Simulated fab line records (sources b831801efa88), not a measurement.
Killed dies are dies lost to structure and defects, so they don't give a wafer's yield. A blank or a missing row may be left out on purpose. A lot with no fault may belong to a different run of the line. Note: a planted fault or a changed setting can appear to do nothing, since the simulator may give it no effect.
fab line records	flow sky130
record: lots: 6	wafers: 18	lastDay: 50
route steps=708 shown LDD_HVP@285 LDD_LDN@289 PAD_OPEN@708
lots untouched by any fault: they come from a run of this same line in which no faults occurred
startH: hours from the record's opening day to when the first of the lot's shown wafers began	waitH: hours since the lot's step before	" repeats the value in the row above	L1.1+2: several wafers, shown together as one row	- value missing, or start not given	* or withheld: withheld	< > ~ a bound
route shown NAME@n: names a module that has steps shown in the file, with the first one's number in the route	usual: mean and standard deviation over wafers with no fault	same: alike in all rows	chamber/n: place in a boat	sites: per-site readings	_std_site: standard deviation across them	_edge_site: mean of outer sites minus mean of inner sites	radiusMm: for every site, how far away it sits from the centre of the wafer	mask NAME#n: copy n	behind: the last tool/chamber to shape the wafer	hold: cause of the lot's hold/its duration in hours/its outcome	device: transistor that didn't switch, given as n, p or np	end of line: tests run on the same wafers once the route is complete	a step given without rows: its recipe and nothing more	killed: at the first sort, the dies lost to defects and structure; wafer yield is something else	map: a wafer's dies, x killed, . not, _ none there
set.NAME: the setting the step ran with; set.NAME@STEP: the setting that earlier step ran with	model.NAME: the simulator's own value behind a step, which no gauge read
a table for each step, a row for each wafer; lots at some steps of the route
services: when a tool's chamber went out of use (startH, in hours from the record's first day, below 0 if earlier), for how many hours, and the reason
== steps ==
step: SKY_LDD_HVP_OVL_MEAS_07
usual: LDD_HVP_OVL: 0.0/1.3
lot.wafer	tool	chamber	startH	waitH	LDD_HVP_OVL[nm]
L374.1	overlay-01	-	533.69	0.1	0.1
L374.3	"	-	"	"	1.9
L374.6	"	-	"	"	2.7
L380.1	overlay-01	-	580.89	0.1	0.6
L380.5	"	-	"	"	0.5
L380.6	"	-	"	"	1.2
L386.1	overlay-01	-	635.39	0.1	-0.6
L386.4	"	-	"	"	1.1
L386.6	"	-	"	"	0.2
L387.1	overlay-02	-	641.02	0.1	1.6
L387.4	"	-	"	"	-0.3
L387.6	"	-	"	"	-0.4
L388.1	overlay-02	-	645.74	0.1	-1.1
L388.2	"	-	"	"	1.1
L388.4	"	-	"	"	1.2
L393.1	overlay-01	-	713.79	0.1	-0.7
L393.3	"	-	"	"	-1.5
L393.5	"	-	"	"	-1.5
step: SKY_LDD_HVP_IMPLANT_08
recipe: species: B	energyKev: 20.27	doseCm2: 1.7e+13	tiltDeg: 17.9
step: SKY_LDD_HVP_STRIP_09
recipe: chemistry: O2/N2	powerW: 1400	pressureMtorr: 1500	platenTempC: withheld	o2FlowSccm: 3000	n2FlowSccm: 300	overashFraction: 0.5
usual: drypumpMotorCurrentA: 5.7/0.46	oesProductAu: 0.409/0.004	stripTimeToEndpointS: 4.132/0.016
same: overashFraction: 0.5
lot.wafer	tool	chamber	startH	waitH	drypumpMotorCurrentA	oesProductAu	rfHoursCounterH	stripTimeToEndpointS
L374.1	plasmaAsher-04	1	533.88	0.1	4.9	0.410	10	4.133
L374.3	"	1	"	"	4.9	0.407	-	4.132
L374.6	"	1	"	"	4.9	0.409	-	4.129
L380.1	plasmaAsher-02	0	581.07	0.1	5.8	0.406	46	4.155
L380.5	"	1	"	"	6.0	0.417	-	4.166
L380.6	"	0	"	"	5.8	0.407	-	4.157
L386.1	plasmaAsher-04	1	635.58	0.1	4.9	0.404	22	4.153
L386.4	"	0	"	"	5.8	0.402	-	4.136
L386.6	"	1	"	"	4.9	0.407	-	4.128
L387.1	plasmaAsher-02	1	641.21	0.1	6.0	0.408	54	4.150
L387.4	"	1	"	"	6.0	0.408	-	4.142
L387.6	"	0	"	"	5.8	0.413	-	4.133
L388.1	plasmaAsher-04	1	645.92	0.1	4.9	0.411	23	4.144
L388.2	"	0	"	"	5.8	0.410	23	4.137
L388.4	"	1	"	"	4.9	0.412	-	4.165
L393.1	plasmaAsher-02	0	713.98	0.1	5.8	0.410	61	4.118
L393.3	"	1	"	"	6.1	0.409	-	4.155
L393.5	"	0	"	"	5.7	0.403	-	4.143
step: SKY_LDD_HVP_TW_MEAS_10
usual: LDD_HVP_TW: 456/4.7
lot.wafer	tool	chamber	startH	waitH	LDD_HVP_TW
L374.1	filmMetro-04	-	533.98	0.1	464
L374.3	"	-	"	"	462
L374.6	"	-	"	"	461
L380.1	filmMetro-04	-	581.17	0.1	463
L380.5	"	-	"	"	463
L380.6	"	-	"	"	462
L386.1	filmMetro-01	-	635.68	0.1	450
L386.4	"	-	"	"	447
L386.6	"	-	"	"	449
L387.1	filmMetro-04	-	641.31	0.1	465
L387.4	"	-	"	"	461
L387.6	"	-	"	"	459
L388.1	filmMetro-04	-	646.02	0.1	460
L388.2	"	-	"	"	458
L388.4	"	-	"	"	461
L393.1	filmMetro-03	-	714.08	0.1	457
L393.3	"	-	"	"	458
L393.5	"	-	"	"	458
step: SKY_LDD_LDN_DEHYDRATE_00
recipe: tempC: 200	timeS: 60
step: SKY_LDD_LDN_HMDS_01
recipe: primeTimeS: 60	primeTempC: 120
step: SKY_LDD_LDN_COAT_02
recipe: resist: NOVOLAK	spinRpm: 3000	resistThkNm: 1140
step: SKY_LDD_LDN_SOFTBAKE_03
recipe: tempC: 90	timeS: 60	resist: NOVOLAK
step: SKY_LDD_LDN_EXPOSE_04
recipe: maskId: LDNTM	na: 0.6	sourceShape: conventional	sigmaOuter: 0.6	polarization: unpolarized	targetCdNm: 700	doseMj: 140
step: SKY_LDD_LDN_PEB_05
recipe: tempC: withheld	timeS: *	resist: NOVOLAK
step: SKY_LDD_LDN_DEVELOP_06
recipe: resist: NOVOLAK	developer: TMAH	developTimeS: 60	devTempC: 23
step: SKY_LDD_LDN_OVL_MEAS_07
usual: LDD_LDN_OVL: -0.5/1.3
lot.wafer	tool	chamber	startH	waitH	LDD_LDN_OVL[nm]
L374.1	overlay-01	-	563.29	0.1	-0.8
L374.3	"	-	"	"	-0.1
L374.6	"	-	"	"	-1.2
L380.1	overlay-02	-	610.17	0.1	0.8
L380.5	"	-	"	"	1.3
L380.6	"	-	"	"	2.4
L386.1	overlay-01	-	663.90	0.1	-2.9
L386.4	"	-	"	"	-3.5
L386.6	"	-	"	"	-3.0
L387.1	overlay-02	-	669.32	0.1	1.4
L387.4	"	-	"	"	-1.0
L387.6	"	-	"	"	-0.4
L388.1	overlay-01	-	674.22	0.1	0.2
L388.2	"	-	"	"	1.2
L388.4	"	-	"	"	0.5
L393.1	overlay-01	-	741.64	0.1	-1.6
L393.3	"	-	"	"	-1.8
L393.5	"	-	"	"	0.3
step: SKY_LDD_LDN_IMPLANT_08
recipe: species: As	energyKev: 15	doseCm2: 1.25e+13	tiltDeg: withheld	rotationDeg: 23
usual: doseIonsCm2: 1.2498e+13/1.4e+10	faradayCurrentUA: 70.5/1.3
lot.wafer	tool	chamber	startH	waitH	doseIonsCm2	faradayCurrentUA
L374.1	implanter-03	0	563.33	0.0	1.25e+13	69.6
L374.3	"	0	"	"	1.2496e+13	70.8
L374.6	"	0	"	"	1.25e+13	70.1
L380.1	implanter-01	0	610.21	0.0	1.2513e+13	70.8
L380.5	"	0	"	"	1.2492e+13	70.3
L380.6	"	0	"	"	1.2491e+13	70.2
L386.1	implanter-01	0	663.94	0.0	1.0392e+13	58.2
L386.4	"	0	"	"	1.0407e+13	59.8
L386.6	"	0	"	"	1.0382e+13	59.5
L387.1	implanter-01	0	669.36	0.0	1.0396e+13	58.6
L387.4	"	0	"	"	1.0404e+13	59.4
L387.6	"	0	"	"	1.0405e+13	59.5
L388.1	implanter-04	0	674.26	0.0	1.2505e+13	71.3
L388.2	"	0	"	"	1.2484e+13	70.6
L388.4	"	0	"	"	1.2492e+13	72.8
L393.1	implanter-04	0	741.68	0.0	1.2493e+13	70.7
L393.3	"	0	"	"	1.2489e+13	67.8
L393.5	"	0	"	"	1.2484e+13	72.2
step: SKY_LDD_LDN_IMPLANT_09
recipe: species: As	energyKev: 15	doseCm2: 1.25e+13	tiltDeg: withheld	rotationDeg: 113
step: SKY_PAD_OPEN_PROBE_99
usual: killed_at_M0_to_M3: 45/7.9	killed_at_M4_up: 2.9/1.8	killedAtContacts: 25/5.5	killedAtFrontEnd: 16/4.4	killedAtOther: 0.3/0.58	killedDies: 89/9.4	killedOnRim: 18/3.9	killedOpen: 49/6.8	killedShort: 40/6.3
same: grossDies: 492	killedAtBackSide: 0
lot.wafer	tool	chamber	startH	waitH	killed_at_M0_to_M3	killed_at_M4_up	killedAtContacts	killedAtFrontEnd	killedAtOther	killedDies	killedOnRim	killedOpen	killedShort
L374.1	prober-02	-	1099.96	0.1	40	2	17	26	0	85	16	44	41
L374.3	prober-02	-	1100.06	0.2	57	4	31	14	2	108	23	58	48
L374.6	prober-02	-	1100.21	0.2	58	4	18	13	0	93	14	42	51
L380.1	prober-02	-	1130.80	0.1	46	6	23	20	0	95	19	51	44
L380.5	prober-02	-	1131.00	0.2	40	2	24	18	0	84	20	51	29
L380.6	prober-02	-	1131.05	0.2	42	5	29	12	0	88	17	45	42
L386.1	prober-02	-	1166.79	0.1	32	7	26	16	1	82	18	46	35
L386.4	prober-02	-	1166.94	0.2	38	0	12	16	1	67	14	48	19
L386.6	prober-02	-	1167.04	0.2	35	3	25	10	0	73	15	40	33
L387.1	prober-01	-	1174.88	0.1	50	2	36	28	0	116	22	62	53
L387.4	prober-01	-	1175.03	0.2	45	1	35	19	0	100	21	60	40
L387.6	prober-01	-	1175.13	0.2	41	2	33	19	0	95	20	52	43
L388.1	prober-02	-	1175.89	0.1	59	4	24	20	0	107	25	51	56
L388.2	prober-02	-	1175.94	0.1	56	7	25	13	2	103	17	51	51
L388.4	prober-02	-	1176.04	0.2	49	2	21	17	0	89	12	61	28
L393.1	prober-01	-	1209.52	0.1	39	3	30	18	0	90	16	47	43
L393.3	prober-01	-	1209.62	0.2	46	4	29	12	0	91	17	47	44
L393.5	prober-01	-	1209.72	0.2	53	3	22	12	0	90	12	45	45
killed by level:class
L374.1 VIA2:geometricParticle:open=10 POLY_GATE:geometricParticle:short=6 POLY_GATE:geometricParticle:open=6 CONTACT:geometricParticle:open=6 METAL1:geometricParticle:short=6 VIA3:geometricParticle:open=5 METAL2:geometricParticle:short=5 SPACER:geometricParticle:open=4
L374.3 VIA1:geometricParticle:open=16 CONTACT:geometricParticle:open=13 METAL2:geometricParticle:short=8 LI_CONTACT:geometricParticle:open=7 LOCAL_INTERCONNECT:geometricParticle:short=6 VIA2:geometricParticle:open=6 VIA3:geometricParticle:open=6 VIA1:geometricParticle:short=6
L374.6 VIA1:geometricParticle:open=12 VIA2:geometricParticle:open=10 METAL2:geometricParticle:short=8 LOCAL_INTERCONNECT:geometricParticle:short=7 CONTACT:geometricParticle:open=6 VIA1:geometricParticle:short=6 METAL1:geometricParticle:short=5 VIA2:geometricParticle:short=5
L380.1 VIA1:geometricParticle:open=14 CONTACT:geometricParticle:open=9 LI_CONTACT:geometricParticle:open=6 METAL1:geometricParticle:short=6 METAL2:geometricParticle:short=6 FIELD_ISO:geometricParticle:short=5 VIA2:geometricParticle:open=5 LI_CONTACT:geometricParticle:short=4
L380.5 CONTACT:geometricParticle:open=10 VIA1:geometricParticle:open=8 LI_CONTACT:geometricParticle:open=7 VIA2:geometricParticle:open=6 VIA3:geometricParticle:open=6 SPACER:geometricParticle:open=5 METAL1:geometricParticle:short=5 METAL2:geometricParticle:short=5
L380.6 CONTACT:geometricParticle:open=11 VIA1:geometricParticle:open=9 METAL2:geometricParticle:short=7 LI_CONTACT:geometricParticle:open=6 VIA2:geometricParticle:open=5 METAL1:geometricParticle:short=4 LI_CONTACT:geometricParticle:short=4 LOCAL_INTERCONNECT:geometricParticle:short=4
L386.1 CONTACT:geometricParticle:open=10 VIA1:geometricParticle:open=10 METAL1:geometricParticle:short=8 FIELD_ISO:geometricParticle:short=6 LI_CONTACT:geometricParticle:open=6 FIELD_ISO:geometricParticle:open=5 LI_CONTACT:geometricParticle:short=4 METAL4:geometricParticle:short=3
L386.4 VIA2:geometricParticle:open=11 VIA1:geometricParticle:open=9 CONTACT:geometricParticle:open=6 FIELD_ISO:geometricParticle:open=5 VIA3:geometricParticle:open=5 SPACER:geometricParticle:open=4 METAL1:geometricParticle:short=4 POLY_GATE:geometricParticle:open=3
L386.6 VIA1:geometricParticle:open=10 LI_CONTACT:geometricParticle:open=10 CONTACT:geometricParticle:open=9 METAL1:geometricParticle:short=6 FIELD_ISO:geometricParticle:open=4 VIA1:geometricParticle:short=4 VIA2:geometricParticle:short=4 FIELD_ISO:geometricParticle:short=3
L387.1 VIA3:geometricParticle:open=10 LI_CONTACT:geometricParticle:open=10 VIA1:geometricParticle:open=10 CONTACT:geometricParticle:open=10 CONTACT:geometricParticle:short=7 POLY_GATE:geometricParticle:open=6 POLY_GATE:geometricParticle:short=6 VIA1:geometricParticle:short=6
L387.4 LI_CONTACT:geometricParticle:open=12 CONTACT:geometricParticle:open=12 VIA1:geometricParticle:open=10 POLY_GATE:geometricParticle:open=6 METAL2:geometricParticle:short=6 METAL1:geometricParticle:short=5 VIA2:geometricParticle:open=5 VIA3:geometricParticle:open=5
L387.6 CONTACT:geometricParticle:open=12 LI_CONTACT:geometricParticle:open=8 VIA2:geometricParticle:open=7 METAL1:geometricParticle:short=7 VIA1:geometricParticle:open=7 FIELD_ISO:geometricParticle:short=6 FIELD_ISO:geometricParticle:open=5 LOCAL_INTERCONNECT:geometricParticle:short=5
L388.1 VIA2:geometricParticle:open=16 CONTACT:geometricParticle:open=11 FIELD_ISO:geometricParticle:short=10 METAL2:geometricParticle:short=10 METAL1:geometricParticle:short=8 VIA1:geometricParticle:short=7 LI_CONTACT:geometricParticle:open=6 VIA1:geometricParticle:open=6
L388.2 VIA1:geometricParticle:open=11 METAL2:geometricParticle:short=11 CONTACT:geometricParticle:open=9 LI_CONTACT:geometricParticle:open=8 VIA1:geometricParticle:short=8 METAL4:geometricParticle:short=6 VIA2:geometricParticle:open=6 VIA3:geometricParticle:open=5
L388.4 VIA1:geometricParticle:open=18 LI_CONTACT:geometricParticle:open=8 VIA1:geometricParticle:short=7 FIELD_ISO:geometricParticle:open=6 CONTACT:geometricParticle:open=6 VIA2:geometricParticle:open=6 METAL2:geometricParticle:short=5 VIA3:geometricParticle:open=5
L393.1 VIA1:geometricParticle:open=15 CONTACT:geometricParticle:open=8 POLY_GATE:geometricParticle:short=7 LI_CONTACT:geometricParticle:open=6 CONTACT:geometricParticle:short=6 LOCAL_INTERCONNECT:geometricParticle:short=5 METAL1:geometricParticle:short=5 LI_CONTACT:geometricParticle:short=4
L393.3 CONTACT:geometricParticle:open=9 VIA3:geometricParticle:open=8 LI_CONTACT:geometricParticle:open=7 METAL2:geometricParticle:short=7 FIELD_ISO:geometricParticle:short=6 VIA1:geometricParticle:open=5 LOCAL_INTERCONNECT:geometricParticle:open=4 LOCAL_INTERCONNECT:geometricParticle:short=4
L393.5 VIA1:geometricParticle:open=10 VIA2:geometricParticle:short=7 VIA2:geometricParticle:open=7 LOCAL_INTERCONNECT:geometricParticle:short=6 METAL3:geometricParticle:short=6 LI_CONTACT:geometricParticle:open=5 CONTACT:geometricParticle:open=5 VIA1:geometricParticle:short=5
== services ==
tool	chamber	startH	hours	kind
implanter-04	-	510.79	1.9	repair
implanter-04	-	529.70	10.4	repair
implanter-03	-	542.19	2.0	repair
implanter-01	-	579.22	4.1	pm
plasmaAsher-04	-	608.98	0.3	repair
implanter-01	-	616.98	1.4	repair
implanter-04	-	638.15	3.9	pm
plasmaAsher-04	-	662.79	4.9	repair
implanter-03	-	663.59	2.9	pm
implanter-01	-	681.94	4.6	pm
plasmaAsher-02	-	682.94	0.7	repair
plasmaAsher-02	-	689.13	0.6	repair
implanter-04	-	718.81	1.7	repair
plasmaAsher-04	-	722.49	2.2	repair
implanter-04	-	738.39	3.0	repair
== key ==
firstSign: step: SKY_LDD_LDN_IMPLANT_08	reading: doseIonsCm2	direction: down	sigmas: 99+	usual: *	struck: *
effect: step: SKY_LDD_LDN_IMPLANT_08	reading: faradayCurrentUA	direction: down	sigmas: 8.5	usual: 70.5	struck: 59.2
metAt SKY_LDD_LDN_IMPLANT_08
struckWafers L386.1,L386.4,L386.6,L387.1,L387.4,L387.6
testerLeftOut L386,L387
onsetBetween 610.21 663.94
fault: kind: processParameterDrift	tool: implanter-01	chamber: -	onsetH: 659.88	steps: SKY_LDD_LDN_IMPLANT_08	channel: doseCm2	offset: *	shape: step	endH: 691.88	actsIn: *	stated: *
testerLeftOut: of these lots the tester's yield and bins aren't shown, on N5 and GAA mostly nor the transistor test; their killed dies are dies lost to structure and defects alone, not to doping, threshold or leakage, so they don't give the yield
